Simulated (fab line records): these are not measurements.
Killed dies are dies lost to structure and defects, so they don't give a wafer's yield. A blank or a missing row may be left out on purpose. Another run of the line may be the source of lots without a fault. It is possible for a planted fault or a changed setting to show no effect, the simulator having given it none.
fab line records	flow sky130
[record] lots = 7	wafers = 21	last-day = 49
route steps=708 shown METAL2@489 PAD_OPEN@708
lots with no fault: from the same line, run without faults
start-h: hours from the record's opening day to when the first of the lot's shown wafers began	wait-h: hours since the lot's step before	" as in the row above	L1.1+2: several wafers, shown together as one row	- no value, or no start was given	* or withheld: withheld	< > ~ a bound
route shown NAME@n: names a module that has steps shown in the file, with the first one's number in the route	usual: mean and standard deviation over wafers with no fault	same: alike in all rows	chamber/n: place in a boat	sites: readings site by site	_std_site: standard deviation of those values	_edge_site: outer sites' mean less inner sites'	radius-mm: how far each site lies from the wafer's centre	mask NAME#n: copy n	behind: tool/chamber where the wafer was last shaped	hold: why the lot went on hold/how many hours it stayed there/how the hold came to an end	device: names the non-switching transistor (n, p or np)	end of line: the same wafers' tests at the end of the route	a step without rows: its recipe alone	killed: dies that structure and defects cost at the first sort, which is not the same as the wafer's yield	map: dies across one wafer; x = killed, . = not, _ = none there
set.NAME: the setting the step ran with; set.NAME@STEP: the setting that earlier step ran with	model.NAME: the simulator's own value behind a step, which no gauge read
lots at some steps of the route; a table a step, a row a wafer
services: the hour from which a tool's chamber was out of use, counted from the record's first day as start-h (under 0 if before that day), plus the number of hours and why
[[steps]]
[step SKY_METAL2_THK_MEAS_06]
[recipe] thk-meas-gauge = xrf	reads = AlCu_of_METAL2_SPUTTER_02
[usual] METAL2_ALCU_THK = 247/3.4
lot.wafer	tool	chamber	start-h	wait-h	METAL2_ALCU_THK[nm]
L811.2	film-metro-03	-	816.71	0.1	244
L811.3	"	-	"	"	246
L811.5	"	-	"	"	245
L813.1	film-metro-03	-	828.53	0.1	244
L813.3	"	-	"	"	245
L813.6	"	-	"	"	246
L821.1	film-metro-01	-	901.87	0.1	249
L821.3	"	-	"	"	245
L821.4	"	-	"	"	248
L823.2	film-metro-04	-	909.31	0.1	246
L823.4	"	-	"	"	248
L823.5	"	-	"	"	247
L825.3	film-metro-01	-	924.42	0.1	253
L825.4	"	-	"	"	249
L825.6	"	-	"	"	250
L827.1	film-metro-03	-	938.02	0.1	248
L827.4	"	-	"	"	250
L827.6	"	-	"	"	251
L828.3	film-metro-03	-	944.72	0.1	244
L828.5	"	-	"	"	242
L828.6	"	-	"	"	242
[step SKY_METAL2_DEHYDRATE_07]
[recipe] temp-c = 200	time-s = 60
[step SKY_METAL2_HMDS_08]
[recipe] prime-time-s = 60	prime-temp-c = 120
[step SKY_METAL2_COAT_09]
[recipe] resist = BARC	temp-c = withheld	time-s = withheld	spin-rpm = 3000	resist-thk-nm = 60
[step SKY_METAL2_COAT_10]
[recipe] resist = KrF-thick	spin-rpm = 3000	resist-thk-nm = 450
[step SKY_METAL2_SOFTBAKE_11]
[recipe] temp-c = 100	time-s = 90	resist = KrF-thick
[step SKY_METAL2_EXPOSE_12]
[recipe] mask-id = MM2	na = 0.8	source-shape = annular	sigma-inner = 0.55	sigma-outer = 0.85	target-cd-nm = 140	dose-mj = 28
[step SKY_METAL2_PEB_13]
[recipe] peb-temp-c = withheld	peb-time-s = withheld	resist = KrF-thick
[step SKY_METAL2_DEVELOP_14]
[recipe] develop-time-s = 60	resist = KrF-thick	dev-temp-c = 21
[step SKY_METAL2_CD_MEAS_15]
[recipe] target-cd-nm = 140
[usual] cd-nm = 139.4/1.3
lot.wafer	tool	chamber	start-h	wait-h	cd-nm
L811.2	cd-sem-01	-	842.50	-	138.9
L811.3	"	-	"	"	139.1
L811.5	"	-	"	"	138.7
L813.1	cd-sem-01	-	853.93	-	140.3
L813.3	"	-	"	"	139.9
L813.6	"	-	"	"	139.7
L821.1	cd-sem-02	-	926.50	-	138.5
L821.3	"	-	"	"	139.1
L821.4	"	-	"	"	139.6
L823.2	cd-sem-02	-	933.81	-	141.6
L823.4	"	-	"	"	141.5
L823.5	"	-	"	"	142.8
L825.3	cd-sem-01	-	949.32	-	140.6
L825.4	"	-	"	"	139.9
L825.6	"	-	"	"	140.7
L827.1	cd-sem-02	-	962.09	-	138.0
L827.4	"	-	"	"	139.4
L827.6	"	-	"	"	138.8
L828.3	cd-sem-02	-	969.07	-	138.6
L828.5	"	-	"	"	140.2
L828.6	"	-	"	"	138.3
[step SKY_METAL2_OVL_MEAS_16]
[usual] METAL2_OVL = 2/5.7
lot.wafer	tool	chamber	start-h	wait-h	METAL2_OVL[nm]
L811.2	overlay-02	-	842.61	0.1	-8
L811.3	"	-	"	"	5
L811.5	"	-	"	"	5
L813.1	overlay-01	-	854.05	0.1	6
L813.3	"	-	"	"	8
L813.6	"	-	"	"	6
L821.1	overlay-01	-	926.62	0.1	14
L821.3	"	-	"	"	10
L821.4	"	-	"	"	2
L823.2	overlay-02	-	933.91	0.1	3
L823.4	"	-	"	"	-5
L823.5	"	-	"	"	-3
L825.3	overlay-02	-	949.42	0.1	-2
L825.4	"	-	"	"	6
L825.6	"	-	"	"	-4
L827.1	overlay-02	-	962.21	0.1	-6
L827.4	"	-	"	"	15
L827.6	"	-	"	"	3
L828.3	overlay-02	-	969.17	0.1	-7
L828.5	"	-	"	"	-13
L828.6	"	-	"	"	0
[step SKY_METAL2_DESCUM_17]
[recipe] chemistry = O2	source-power-w = 150	bias-power-w = 0	pressure-mtorr = 10	temp-c = 40	time-s = 8
[usual] drypump-motor-current-A = 5.6/0.34	oes-product-au = 1.002/0.0071
lot.wafer	tool	chamber	start-h	wait-h	drypump-motor-current-A	oes-product-au	rf-hours-counter-h
L811.2	rie-metal-02	0	842.64	0.0	5.2	1.007	5
L811.3	"	1	"	"	5.8	0.998	-
L811.5	"	0	"	"	5.2	1.003	-
L813.1	rie-metal-04	1	854.09	0.0	5.2	0.993	14
L813.3	"	0	"	"	6.0	1.007	-
L813.6	"	0	"	"	6.0	0.998	-
L821.1	rie-metal-02	0	926.66	0.0	5.2	0.993	8
L821.3	"	0	"	"	5.2	1.008	-
L821.4	"	0	"	"	5.2	1.010	-
L823.2	rie-metal-02	0	933.95	0.0	5.2	1.008	-
L823.4	"	0	"	"	5.2	1.003	-
L823.5	"	0	"	"	5.2	1.006	-
L825.3	rie-metal-02	0	949.45	0.0	5.2	0.999	-
L825.4	"	1	"	"	5.7	1.008	-
L825.6	"	0	"	"	5.2	1.013	-
L827.1	rie-metal-03	1	962.24	0.0	5.8	1.003	19
L827.4	"	0	"	"	5.8	1.000	-
L827.6	"	1	"	"	5.8	1.005	-
L828.3	rie-metal-04	0	969.20	0.0	6.0	1.009	-
L828.5	"	0	"	"	6.0	1.007	-
L828.6	"	1	"	"	5.2	1.004	-
[step SKY_METAL2_ETCH_18]
[recipe] chemistry = N2/H2	target = BARC	ion-energy-ev = 200	bias-w = 100	pressure-mtorr = 30	n2-flow-sccm = 100	h2-flow-sccm = 200	icp-w = 500	stop-on = SiO2	time-s = 45.9	target-depth-a = 600
[usual] bias-w = 100.1/0.33	drypump-motor-current-A = 5.6/0.34	oes-product-au = 0.854/0.0047	throttle-valve-pct = 13.225/0.0087
lot.wafer	tool	chamber	start-h	wait-h	bias-w	drypump-motor-current-A	oes-product-au	rf-hours-counter-h	throttle-valve-pct	model.KrF-thick_of_METAL2_COAT_10.thk-nm	model.METAL2.cd-nm
L811.2	rie-metal-02	0	842.67	0.0	99.9	5.2	0.844	5	13.200	390	139.3
L811.3	"	1	"	"	99.8	5.8	0.853	-	13.219	391.1	138.7
L811.5	"	0	"	"	99.3	5.2	0.853	-	13.224	391.4	139
L813.1	rie-metal-04	1	854.12	0.0	100.2	5.2	0.864	14	13.226	395	140.9
L813.3	"	0	"	"	99.9	6.0	0.857	-	13.234	394	139.2
L813.6	"	0	"	"	99.9	6.0	0.854	-	13.228	394	139.7
L821.1	rie-metal-02	0	926.72	0.1	100.2	5.2	0.851	8	13.233	370.2	134.6
L821.3	"	0	"	"	100.3	5.2	0.861	-	13.231	369.4	135
L821.4	"	0	"	"	100.5	5.2	0.845	-	13.224	369.2	135.3
L823.2	rie-metal-02	0	934.03	0.1	100.0	5.2	0.851	-	13.214	369.1	137.7
L823.4	"	0	"	"	100.5	5.2	0.859	-	13.226	370.1	136.9
L823.5	"	0	"	"	100.0	5.2	0.856	-	13.224	371	138.6
L825.3	rie-metal-02	0	949.49	0.0	99.8	5.2	0.851	-	13.232	369.8	136.6
L825.4	"	1	"	"	99.9	5.8	0.855	-	13.221	368.9	135.5
L825.6	"	0	"	"	100.4	5.2	0.856	-	13.221	371.6	136.5
L827.1	rie-metal-03	1	962.27	0.0	99.8	5.8	0.855	19	13.223	393.3	138
L827.4	"	0	"	"	100.3	5.9	0.857	-	13.230	392.1	139.1
L827.6	"	1	"	"	99.8	5.8	0.862	-	13.239	390.7	138.9
L828.3	rie-metal-04	0	969.24	0.0	100.0	6.0	0.868	-	13.223	389.9	138.2
L828.5	"	0	"	"	100.9	6.0	0.852	-	13.221	389.7	141
L828.6	"	1	"	"	99.6	5.2	0.849	-	13.229	389.1	139.1
[step SKY_METAL2_METAL_ETCH_19]
[recipe] target-depth-a = 3600	stop-on = SiO2	over-etch-frac = 0.3	time-s = 78	chemistry = Cl2/BCl3	resist-sidewall-deg = 88	pressure-mtorr = 10	icp-w = 900	bias-w = 48.5	Cl2_flow_sccm = 60	bcl3-flow-sccm = 30
[usual] bias-w = 48.49/0.15	drypump-motor-current-A = 5.6/0.34	oes-product-au = 0.854/0.0059	throttle-valve-pct = 22.264/0.0088
lot.wafer	tool	chamber	start-h	wait-h	bias-w	drypump-motor-current-A	oes-product-au	rf-hours-counter-h	throttle-valve-pct	model.KrF-thick_of_METAL2_COAT_10.thk-nm	model.METAL2.cd-nm
L811.2	rie-metal-02	0	842.73	0.0	48.46	5.2	0.857	5	22.248	154.6	138.6
L811.3	"	1	"	"	48.64	5.8	0.852	-	22.257	157.8	135.9
L811.5	"	0	"	"	48.36	5.2	0.843	-	22.253	158.8	138.8
L813.1	rie-metal-04	1	854.19	0.0	48.38	5.1	0.860	14	22.250	165	139
L813.3	"	0	"	"	48.63	6.0	0.862	-	22.250	161.4	137.2
L813.6	"	0	"	"	48.57	6.0	0.846	-	22.273	159.5	138
L821.1	rie-metal-02	0	927.34	0.6	48.34	5.2	0.857	8	22.270	133.9	134.3
L821.3	"	0	"	"	48.78	5.2	0.842	-	22.271	133	135.2
L821.4	"	0	"	"	48.24	5.2	0.863	-	22.269	131.9	134.9
L823.2	rie-metal-02	0	934.16	0.1	48.11	5.2	0.848	-	22.257	136.6	135.4
L823.4	"	0	"	"	48.32	5.2	0.849	-	22.267	137.5	134.4
L823.5	"	0	"	"	48.42	5.2	0.847	-	22.273	138.5	136.7
L825.3	rie-metal-02	0	949.56	0.1	48.62	5.2	0.861	-	22.276	132.9	136.1
L825.4	"	1	"	"	48.54	5.8	0.858	-	22.278	133.3	133.6
L825.6	"	0	"	"	48.54	5.2	0.860	-	22.262	133.7	137.7
L827.1	rie-metal-03	1	962.34	0.0	48.61	5.8	0.860	19	22.266	158.4	136.9
L827.4	"	0	"	"	48.66	5.8	0.860	-	22.267	156.7	139.9
L827.6	"	1	"	"	48.35	5.8	0.859	-	22.270	154.7	138.2
L828.3	rie-metal-04	0	969.31	0.1	48.57	6.0	0.855	-	22.257	152.1	136.5
L828.5	"	0	"	"	48.64	6.0	0.852	-	22.270	152.1	139.1
L828.6	"	1	"	"	48.60	5.1	0.845	-	22.251	152.8	138.3
[step SKY_METAL2_STRIP_20]
[recipe] chemistry = O2/N2	power-w = 1400	pressure-mtorr = 1500	platen-temp-c = withheld	o2-flow-sccm = 3000	n2-flow-sccm = 300	overash-fraction = 0.5
[usual] drypump-motor-current-A = 5.7/0.4	oes-product-au = 0.342/0.0052	strip-time-to-endpoint-s = 2.68/0.031
[same] overash-fraction = 0.5
lot.wafer	tool	chamber	start-h	wait-h	drypump-motor-current-A	oes-product-au	rf-hours-counter-h	strip-time-to-endpoint-s
L811.2	plasma-asher-01	1	842.82	0.1	5.3	0.336	69	2.65
L811.3	"	1	"	"	5.3	0.334	-	2.69
L811.5	"	0	"	"	5.2	0.340	-	2.70
L813.1	plasma-asher-01	0	854.28	0.1	5.2	0.344	71	2.77
L813.3	"	1	"	"	5.3	0.346	-	2.72
L813.6	"	0	"	"	5.2	0.339	-	2.71
L821.1	plasma-asher-02	1	927.52	0.1	6.0	0.322	50	2.41
L821.3	"	0	"	"	5.9	0.338	-	2.39
L821.4	"	1	"	"	6.0	0.337	-	2.41
L823.2	plasma-asher-03	0	934.31	0.1	6.5	0.340	20	2.45
L823.4	"	1	"	"	5.9	0.334	-	2.44
L823.5	"	1	"	"	5.9	0.335	-	2.47
L825.3	plasma-asher-01	0	949.66	0.1	5.2	0.327	-	2.40
L825.4	"	1	"	"	5.4	0.331	-	2.43
L825.6	"	1	"	"	5.4	0.329	-	2.41
L827.1	plasma-asher-01	0	962.43	0.1	5.2	0.339	81	2.70
L827.4	"	0	"	"	5.2	0.335	-	2.68
L827.6	"	1	"	"	5.4	0.345	-	2.66
L828.3	plasma-asher-02	1	969.41	0.1	6.0	0.345	-	2.64
L828.5	"	0	"	"	6.0	0.339	-	2.63
L828.6	"	1	"	"	6.0	0.343	-	2.63
[step SKY_METAL2_STRIP_21]
[recipe] chemistry = post-etch-residue-remover	time-s = 1200	temp-c = 72.5
[step SKY_PAD_OPEN_PROBE_99]
[usual] defect-limited-yield = 82.4/1.9	killed_at_M0_to_M3 = 44/7	killed_at_M4_up = 3.2/1.8	killed-at-contacts = 24/5.1	killed-at-front-end = 15/4.3	killed-at-other = 0.3/0.5	killed-dies = 86/9.6	killed-open = 48/7.1	killed-short = 38/6.7	sort_bin_3_pad_short = 0.9/0.44	sort_bin_5_function = 10.3/1.5	sort_bin_6_memory = 6.4/1.1	sort-n-pass = 406/9.6	sort-yield-pct = 82.4/1.9
[same] gross-dies = 492	killed-at-back-side = 0	sort_bin_4_leakage[%] = 0	sort_bin_8_speed[%] = 0
lot.wafer	tool	chamber	start-h	wait-h	defect-limited-yield[%]	killed_at_M0_to_M3	killed_at_M4_up	killed-at-contacts	killed-at-front-end	killed-at-other	killed-dies	killed-open	killed-short	sort_bin_3_pad_short[%]	sort_bin_5_function[%]	sort_bin_6_memory[%]	sort-n-pass	sort-yield-pct[%]	model.etest.met2.width-nm
L811.2	prober-02	-	1093.07	0.1	81.9	56	0	21	12	0	89	49	40	0.8	11.2	6.1	403	81.9	137.6
L811.3	prober-02	-	1093.12	0.2	87.6	39	1	13	8	0	61	30	31	1.0	7.3	4.1	431	87.6	134.4
L811.5	prober-02	-	1093.22	0.2	79.5	58	2	24	16	1	101	63	38	0.6	13.0	6.9	391	79.5	140.1
L813.1	prober-02	-	1102.36	0.1	82.5	46	3	24	13	0	86	53	32	0.6	10.4	6.5	406	82.5	139.6
L813.3	prober-02	-	1102.46	0.2	78.3	55	2	36	14	0	107	51	56	1.0	12.6	8.1	385	78.3	138.3
L813.6	prober-02	-	1102.61	0.2	81.1	51	3	27	11	1	93	49	44	0.6	10.6	7.7	399	81.1	140
L821.1	prober-02	-	1159.36	0.1	82.1	39	2	30	17	0	88	46	42	1.0	9.8	7.1	404	82.1	135.5
L821.3	prober-02	-	1159.46	0.2	84.3	36	4	25	12	0	77	47	30	0.4	8.3	6.9	415	84.3	138.1
L821.4	prober-02	-	1159.51	0.2	80.1	38	5	31	24	0	98	53	45	0.2	12.6	7.1	394	80.1	134.9
L823.2	prober-01	-	1162.81	0.1	86.6	33	5	17	11	0	66	32	34	0.6	7.9	4.9	426	86.6	138
L823.4	prober-01	-	1162.91	0.2	83.1	39	2	24	18	0	83	47	36	0.6	8.7	7.5	409	83.1	132
L823.5	prober-01	-	1162.96	0.2	83.3	38	5	24	15	0	82	51	31	1.0	10.0	5.7	410	83.3	140.6
L825.3	prober-02	-	1174.28	0.2	82.9	46	3	24	11	0	84	35	49	1.2	11.8	4.1	408	82.9	135.2
L825.4	prober-02	-	1174.33	0.2	85.0	29	6	18	20	1	74	31	43	0.8	9.1	5.1	418	85.0	131.8
L825.6	prober-02	-	1174.43	0.2	86.0	36	0	17	16	0	69	41	28	0.6	8.9	4.5	423	86.0	131.8
L827.1	prober-02	-	1183.74	0.1	80.9	48	3	30	13	0	94	51	43	1.4	10.6	7.1	398	80.9	133.9
L827.4	prober-02	-	1183.89	0.2	78.3	54	5	31	17	0	107	61	46	0.8	13.2	7.7	385	78.3	140.9
L827.6	prober-02	-	1183.99	0.2	81.1	52	5	22	14	0	93	49	44	0.8	12.2	5.9	399	81.1	139.5
L828.3	prober-01	-	1186.60	0.2	81.5	32	4	37	18	0	91	52	39	0.8	10.6	7.1	401	81.5	135.4
L828.5	prober-01	-	1186.70	0.2	84.3	37	4	27	8	1	77	43	34	0.2	9.3	6.1	415	84.3	136.4
L828.6	prober-01	-	1186.75	0.2	81.9	51	1	24	13	0	89	48	41	0.6	10.2	7.3	403	81.9	139.4
// killed by level:class
L811.2 VIA1:geometric-particle:open=10 CONTACT:geometric-particle:open=10 VIA3:geometric-particle:open=10 METAL2:geometric-particle:short=8 VIA2:geometric-particle:open=7 VIA1:geometric-particle:short=6 CONTACT:geometric-particle:short=5 LI_CONTACT:geometric-particle:short=4
L811.3 VIA1:geometric-particle:open=8 VIA2:geometric-particle:open=8 VIA1:geometric-particle:short=7 CONTACT:geometric-particle:open=4 METAL2:geometric-particle:short=4 POLY_GATE:geometric-particle:short=3 LI_CONTACT:geometric-particle:short=3 LI_CONTACT:geometric-particle:open=3
L811.5 VIA1:geometric-particle:open=13 CONTACT:geometric-particle:open=10 VIA2:geometric-particle:open=9 VIA3:geometric-particle:open=9 VIA1:geometric-particle:short=7 POLY_GATE:geometric-particle:open=6 LI_CONTACT:geometric-particle:open=6 METAL3:geometric-particle:short=6
L813.1 CONTACT:geometric-particle:open=10 VIA1:geometric-particle:open=10 VIA3:geometric-particle:open=9 LI_CONTACT:geometric-particle:open=6 CONTACT:geometric-particle:short=6 VIA2:geometric-particle:short=5 METAL1:geometric-particle:short=5 VIA2:geometric-particle:open=5
L813.3 CONTACT:geometric-particle:open=15 METAL1:geometric-particle:short=10 VIA1:geometric-particle:open=9 VIA1:geometric-particle:short=8 LI_CONTACT:geometric-particle:open=7 CONTACT:geometric-particle:short=7 METAL2:geometric-particle:short=6 VIA3:geometric-particle:open=6
L813.6 CONTACT:geometric-particle:open=11 VIA1:geometric-particle:open=11 METAL1:geometric-particle:short=7 VIA2:geometric-particle:open=7 VIA3:geometric-particle:open=7 LI_CONTACT:geometric-particle:open=6 LOCAL_INTERCONNECT:geometric-particle:short=5 VIA1:geometric-particle:short=5
L821.1 VIA1:geometric-particle:open=9 LI_CONTACT:geometric-particle:open=9 LI_CONTACT:geometric-particle:short=6 CONTACT:geometric-particle:open=6 FIELD_ISO:geometric-particle:open=5 METAL2:geometric-particle:short=5 POLY_GATE:geometric-particle:open=5 VIA1:geometric-particle:short=5
L821.3 LI_CONTACT:geometric-particle:open=9 VIA1:geometric-particle:open=8 CONTACT:geometric-particle:open=7 METAL1:geometric-particle:short=5 METAL2:geometric-particle:short=5 VIA2:geometric-particle:open=5 VIA3:geometric-particle:open=5 POLY_GATE:geometric-particle:open=4
L821.4 CONTACT:geometric-particle:open=10 LI_CONTACT:geometric-particle:open=9 POLY_GATE:geometric-particle:short=6 METAL1:geometric-particle:short=6 VIA2:geometric-particle:open=6 FIELD_ISO:geometric-particle:open=5 CONTACT:geometric-particle:short=5 VIA2:geometric-particle:short=4
L823.2 VIA1:geometric-particle:open=6 LOCAL_INTERCONNECT:geometric-particle:short=6 VIA3:geometric-particle:open=6 METAL2:geometric-particle:short=5 VIA2:geometric-particle:open=5 CONTACT:geometric-particle:open=4 CONTACT:geometric-particle:short=4 SPACER:geometric-particle:short=3
L823.4 VIA1:geometric-particle:open=11 CONTACT:geometric-particle:open=8 LI_CONTACT:geometric-particle:open=7 METAL1:geometric-particle:short=6 VIA3:geometric-particle:open=6 POLY_GATE:geometric-particle:open=5 POLY_GATE:geometric-particle:short=5 LOCAL_INTERCONNECT:geometric-particle:short=5
L823.5 LI_CONTACT:geometric-particle:open=12 VIA1:geometric-particle:open=9 METAL1:geometric-particle:short=7 VIA3:geometric-particle:open=6 POLY_GATE:geometric-particle:open=5 CONTACT:geometric-particle:open=5 METAL4:geometric-particle:short=5 METAL2:geometric-particle:short=4
L825.3 CONTACT:geometric-particle:open=13 METAL2:geometric-particle:short=9 FIELD_ISO:geometric-particle:short=7 METAL1:geometric-particle:short=7 VIA3:geometric-particle:open=6 LI_CONTACT:geometric-particle:short=5 VIA1:geometric-particle:short=5 VIA1:geometric-particle:open=5
L825.4 CONTACT:geometric-particle:open=7 METAL1:geometric-particle:short=7 FIELD_ISO:geometric-particle:short=5 POLY_GATE:geometric-particle:short=5 VIA1:geometric-particle:open=5 FIELD_ISO:geometric-particle:open=4 METAL4:geometric-particle:short=4 CONTACT:geometric-particle:short=4
L825.6 CONTACT:geometric-particle:open=7 VIA1:geometric-particle:open=7 METAL2:geometric-particle:short=7 LI_CONTACT:geometric-particle:open=5 VIA2:geometric-particle:open=5 POLY_GATE:geometric-particle:open=4 VIA3:geometric-particle:open=4 FIELD_ISO:geometric-particle:open=3
L827.1 VIA2:geometric-particle:open=10 LI_CONTACT:geometric-particle:open=9 CONTACT:geometric-particle:open=8 FIELD_ISO:geometric-particle:short=7 LOCAL_INTERCONNECT:geometric-particle:short=7 VIA3:geometric-particle:open=7 VIA1:geometric-particle:short=5 METAL1:geometric-particle:short=5
L827.4 VIA1:geometric-particle:open=11 VIA2:geometric-particle:open=10 LI_CONTACT:geometric-particle:open=9 CONTACT:geometric-particle:open=8 VIA3:geometric-particle:short=8 VIA3:geometric-particle:open=7 FIELD_ISO:geometric-particle:open=6 LI_CONTACT:geometric-particle:short=6
L827.6 VIA1:geometric-particle:open=10 VIA3:geometric-particle:open=9 LI_CONTACT:geometric-particle:open=7 METAL1:geometric-particle:short=7 LOCAL_INTERCONNECT:geometric-particle:short=6 VIA2:geometric-particle:open=6 CONTACT:geometric-particle:open=5 VIA3:geometric-particle:short=5
L828.3 LI_CONTACT:geometric-particle:open=13 CONTACT:geometric-particle:open=8 VIA1:geometric-particle:open=8 LOCAL_INTERCONNECT:geometric-particle:short=7 VIA3:geometric-particle:open=7 CONTACT:geometric-particle:short=6 FIELD_ISO:geometric-particle:open=4 POLY_GATE:geometric-particle:open=4
L828.5 VIA1:geometric-particle:open=11 LI_CONTACT:geometric-particle:open=8 CONTACT:geometric-particle:open=8 METAL2:geometric-particle:short=8 LOCAL_INTERCONNECT:geometric-particle:short=5 VIA2:geometric-particle:open=4 VIA3:geometric-particle:open=4 METAL4:geometric-particle:short=4
L828.6 VIA2:geometric-particle:open=11 CONTACT:geometric-particle:open=8 VIA1:geometric-particle:open=7 VIA3:geometric-particle:open=7 CONTACT:geometric-particle:short=6 VIA2:geometric-particle:short=6 LOCAL_INTERCONNECT:geometric-particle:short=5 METAL2:geometric-particle:short=5
[[services]]
tool	chamber	start-h	hours	kind
plasma-asher-03	-	859.04	0.6	repair
plasma-asher-02	-	863.32	0.7	repair
rie-metal-02	-	872.29	2.7	repair
rie-metal-04	-	874.19	1.4	pm
rie-metal-03	0	878.02	-	clean
rie-metal-03	0	878.02	22.2	scheduled-down
rie-metal-03	0	878.02	22.2	vent-cycle
plasma-asher-01	-	893.25	1.5	repair
plasma-asher-02	-	895.49	0.8	repair
plasma-asher-01	-	899.03	1.9	repair
rie-metal-04	0	901.62	-	clean
rie-metal-04	0	901.62	16.2	scheduled-down
rie-metal-04	0	901.62	16.2	vent-cycle
plasma-asher-01	-	906.18	2.8	pm
rie-metal-02	1	915.06	-	clean
rie-metal-02	1	915.06	24.3	scheduled-down
rie-metal-02	1	915.06	24.3	vent-cycle
plasma-asher-03	-	967.52	2.8	pm
[[key]]
[first-sign] step = SKY_METAL2_STRIP_20	reading = strip-time-to-endpoint-s	direction = down	sigmas = 8.4	usual = *	struck = *
effect none on later readings
[model-effect] step = SKY_METAL2_ETCH_18	value = KrF-thick_of_METAL2_COAT_10.thk-nm	without = 392	struck = 369.9
[model-effect] step = SKY_METAL2_METAL_ETCH_19	value = KrF-thick_of_METAL2_COAT_10.thk-nm	without = 156.6	struck = 134.6
[model-effect] step = SKY_PAD_OPEN_PROBE_99	value = etest.met2.width-nm	without = 139.7	struck = 135.3
met-at SKY_METAL2_ETCH_18
struck-wafers L821.1,L821.3,L821.4,L823.2,L823.4,L823.5,L825.3,L825.4,L825.6
onset-between 842.67 926.72
also-fits SKY_METAL2_DESCUM_17:rie-metal-02,SKY_METAL2_METAL_ETCH_19:rie-metal-02
[fault] kind = process-parameter-drift	tool = rie-metal-02	chamber = -	onset-h = 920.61	steps = SKY_METAL2_ETCH_18	channel = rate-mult	offset = 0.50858	shape = step	end-h = 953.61
